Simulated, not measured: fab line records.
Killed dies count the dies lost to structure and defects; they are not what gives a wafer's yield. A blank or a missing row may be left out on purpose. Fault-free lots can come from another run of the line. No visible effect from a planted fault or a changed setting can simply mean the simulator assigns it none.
What tool caused it? / flow sky130 / 7 lots with 21 wafers sampled at 2 steps, on a route of 708 steps

WHAT THE GAUGES SHOWED, per wafer
SKY_SONOS_ONO_CD_MEAS_13 targets a cd of 410 nm.
lot=L362; measured=day 12 22:44; on=cdSem-01; cdNm (nm)=406.8 406.9 406.6
lot=L365; measured=day 13 22:14; on=cdSem-02; cdNm (nm)=410.6 410.6 409.9
lot=L368; measured=day 15 22:26; on=cdSem-02; cdNm (nm)=411.3 410.9 410.7
lot=L370; measured=day 15 22:46; on=cdSem-01; cdNm (nm)=411.4 411.9 409.5
lot=L373; measured=day 16 21:26; on=cdSem-01; cdNm (nm)=411.9 412.4 410.3
lot=L379; measured=day 18 13:51; on=cdSem-01; cdNm (nm)=408.1 407.0 408.4
lot=L381; measured=day 19 15:35; on=cdSem-02; cdNm (nm)=406.3 407.5 406.0

WHAT TOOL EACH LOT RAN ON (gives the tool, then ch and the chambers of the sampled wafers, and finally the start)
lot=L362; SKY_PWDE_STRIP_09=plasmaAsher-01 ch 0,1, day 4 00:07
lot=L365; SKY_PWDE_STRIP_09=plasmaAsher-04 ch 0,1, day 4 19:55
lot=L368; SKY_PWDE_STRIP_09=plasmaAsher-04 ch 1, day 5 19:22
lot=L370; SKY_PWDE_STRIP_09=plasmaAsher-01 ch 1, day 6 04:58
lot=L373; SKY_PWDE_STRIP_09=plasmaAsher-01 ch 0,1, day 6 20:22
lot=L379; SKY_PWDE_STRIP_09=plasmaAsher-02 ch 0,1, day 8 01:43
lot=L381; SKY_PWDE_STRIP_09=plasmaAsher-04 ch 0,1, day 8 16:16
- SKY_PWDE_STRIP_09: strips in O2/N2.

THE ANSWER, worked out from the rows above alone
Rule: the lots themselves supply what counts as usual. Put in order of their means at a reading, lots are off if they are a third of the lots or fewer, leave a main group of 4 or more, and stand apart from it by a gap of 3 or more times the standard deviation of the main group's means; of several such gaps the widest counts. Not used: any main group whose means are identical at the precision the tables above print for the reading. Also off: a lot with no number at a reading for which 4 or more lots have one. Where the step has rows for the other lots, those lots are counted as sound.
No lot is off at any reading shown: from this, nothing can be told.

WHAT THE SIMULATOR PUT IN
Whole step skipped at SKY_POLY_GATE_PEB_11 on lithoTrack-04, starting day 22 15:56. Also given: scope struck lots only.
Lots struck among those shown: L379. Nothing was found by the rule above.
